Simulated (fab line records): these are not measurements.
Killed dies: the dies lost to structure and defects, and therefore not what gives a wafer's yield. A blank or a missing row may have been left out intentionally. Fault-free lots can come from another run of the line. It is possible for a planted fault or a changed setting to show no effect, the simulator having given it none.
A lot that was struck, set against a sound lot    flow gf180mcu    37 out of 602 route steps
Sound: wafers L196.3, L196.4, L196.5. Struck: wafer L208.1 (L208.2, L208.5, from the same lot, were not struck and are left out); the cause is given at the end.
For every step that has rows: the tool of each side, followed by ch and its chambers, followed by its first start. Under that, the readings that differ: sound wafers    struck wafers    difference of the means    sigmas: that difference in standard deviations of wafers without a fault.
alike: same words and numbers on both sides, and readings whose means sit less than 2 such deviations apart. not compared: any withheld reading, any reading some wafer has no value for, any bound like >300 that may hide the same value, and any number with overlapping values for which the record gives no deviation.
The two part at a step that has a row with sigmas, a row that says differs or no value, or rows on one side only. Numbers that don't overlap but have no deviation are shown without sigmas and don't part them. A reading that every wafer of one side lacks parts them only if that side has two wafers or more.

first, 2 steps without rows for these wafers: GF_M4_PEB_12 (peb time 90 s); GF_M4_DEVELOP_13 (develop time 60 s).
GF_M4_CD_MEAS_14 targets a cd of 280 nm.
  sound: cd sem-02 at day 24 05:47; struck: cd sem-01 at day 28 05:46
reading     sound              struck  difference  sigmas
cd nm (nm)  280.5 280.9 280.2  283.9   +3.4        +2
GF_M4_OVL_MEAS_15:
  sound: overlay-01 at day 24 05:53; struck: overlay-02 at day 28 05:53
  alike: M4_OVL
GF_M4_METAL_ETCH_16: etches the open film in Cl2/BCl3, stops on SiO2, target depth 750.8 nm, time 125.1 s.
  sound on rie metal-04 ch 0,1, day 24 05:57; struck on rie metal-01 ch 1, day 28 05:55
reading                 sound  struck  difference                    sigmas
rf hours counter h (h)  - - -  1       no value on the sound wafers  
  alike: drypump motor current A, oes product au, throttle valve pct
then, 4 steps without rows for these wafers: GF_M4_STRIP_17 (strips in O2/N2); GF_M4_STRIP_18 (strips in post etch residue remover, time 1200 s); GF_M4_CLEAN_19 (cleans in DIW); GF_V4_CVD_00 (deposits SiO2, target thk 600 nm, time 100 s).
GF_V4_THK_MEAS_01:
  sound: film metro-02 at day 24 06:40; struck: film metro-03 at day 28 06:45
  alike: V4_CVD_00_THK
GF_V4_CVD_02: deposits SiO2 from TEOS, target thk 850 nm, time 94.851 s.
  sound on pecvd-04 ch 1,2, day 24 06:43; struck on pecvd-04 ch 0, day 28 06:49
  alike: heater power w
GF_V4_THK_MEAS_03:
  sound: film metro-01 at day 24 06:48; struck: film metro-01 at day 28 06:52
  alike: V4_CVD_02_THK
GF_V4_CMP_04: polishes SiO2.
  sound on cmp-02 ch 0,1,2, day 24 06:50; struck on cmp-02 ch 1, day 28 06:56
reading                              sound            struck  difference  sigmas
time to endpoint s (s)               66 85 78         58      -18         -3
model.SiO2_of_V4_CVD_02.thk nm (nm)  632 633.4 634.4  694.2   +60.9       
  alike: motor current A, slurry flow ml min
GF_V4_BOW_MEAS_05:
  sound: film metro-02 at day 24 07:11; struck: film metro-01 at day 28 07:14
  alike: V4_BOW
then, 8 steps without rows for these wafers: GF_V4_DEHYDRATE_06 (time 60 s); GF_V4_HMDS_07 (prime time 60 s); GF_V4_COAT_08; GF_V4_COAT_09 (resist thk 1000 nm); GF_V4_SOFTBAKE_10 (time 60 s); GF_V4_EXPOSE_11 (exposes mask Via4, target cd 260 nm); GF_V4_PEB_12 (peb time 90 s); GF_V4_DEVELOP_13 (develop time 60 s).
GF_V4_CD_MEAS_14 targets a cd of 260 nm.
  sound: cd sem-01 at day 25 05:28; struck: cd sem-02 at day 29 02:46
  alike: cd nm
GF_V4_OVL_MEAS_15:
  sound: overlay-01 at day 25 05:33; struck: overlay-01 at day 29 02:53
reading      sound     struck  difference  sigmas
V4_OVL (nm)  -5 5 -11  12      +16         +3
then, 1 step without rows for these wafers: GF_V4_ETCH_16 (etches BARC in N2/H2).
GF_V4_ETCH_17: etches SiO2 in C4F8/O2/Ar, stops on TiN, target depth 630 nm.
  sound: rie diel-01 ch 0,1,3; struck: rie diel-04 ch 0
reading                         sound              struck  difference  sigmas
oes product au (a.u.)           0.863 0.858 0.858  0.900   +0.040      +9
model.etch.depth nm (nm)        632 633.4 634.4    694.2   +60.9       
model.V4.feature depth nm (nm)  632 633.4 634.4    694.2   +60.9       
GF_V4_STRIP_18: strips in O2/N2.
  sound on plasma asher-03 ch 0,1, day 25 05:44; struck on plasma asher-03 ch 1, day 29 03:03
reading                 sound  struck  difference                    sigmas
rf hours counter h (h)  - - -  28      no value on the sound wafers  
  alike: drypump motor current A, heater power w, n2 flow sccm, oes product au
then, 4 steps without rows for these wafers: GF_V4_STRIP_19 (strips in post etch residue remover, time 1200 s); GF_V4_CLEAN_20 (cleans in DIW); GF_V4_SPUTTER_21 (material Ti, target thk 15 nm, time 80.02 s); GF_V4_SPUTTER_22 (material TiN, target thk 10 nm, time 40 s).
GF_V4_CVD_23: deposits W, target thk 350 nm, time 104.9 s.
  sound on cvd w-01 ch 0,1, day 25 06:26; struck on cvd w-01 ch 1, day 29 03:41
  alike: chamber pressure Torr, heater power w
GF_V4_RS_MEAS_24: a four-point-probe measurement.
  sound: film metro-03 at day 25 06:33; struck: film metro-01 at day 29 03:47
  alike: V4_W_RS
GF_V4_THK_MEAS_25: measures by xrf.
  sound: film metro-03 at day 25 06:39; struck: film metro-01 at day 29 03:55
reading        sound        struck  difference  sigmas
V4_W_THK (nm)  368 360 367  352     -13         -2
GF_V4_CMP_26: polishes, stops on SiO2, t overpolish 15 s, target thk 0 nm.
  sound on cmp-02 ch 0,1, day 25 06:41; struck on cmp-02 ch 2, day 29 04:02
reading                              sound              struck  difference  sigmas
model.SiO2_of_V4_CVD_02.thk nm (nm)  628.3 629.6 630.6  690.5   +61.0       
  alike: motor current A, slurry flow ml min
GF_MIM_SPUTTER_00: material Ti, target thk 37.5 nm, time 150 s.
  sound: pvd sputter-04 at day 25 06:59; struck: pvd sputter-04 at day 29 04:20
  alike: throttle valve pct
-- the record jumps here: 4 days lie between the struck wafers' starts before and after (it left off in module MIM and takes up again in module PASSIVATION, whose first step shown is number 602 of the route) --
GF_PASSIVATION_PROBE_99:
  rows exist in the record for the struck wafers here (prober-02, day 33 05:27), but not for the sound ones

## WHERE THEY PART
Earliest at GF_M4_CD_MEAS_14; latest, in this record, at GF_PASSIVATION_PROBE_99.

WHY: the cause the simulator had injected
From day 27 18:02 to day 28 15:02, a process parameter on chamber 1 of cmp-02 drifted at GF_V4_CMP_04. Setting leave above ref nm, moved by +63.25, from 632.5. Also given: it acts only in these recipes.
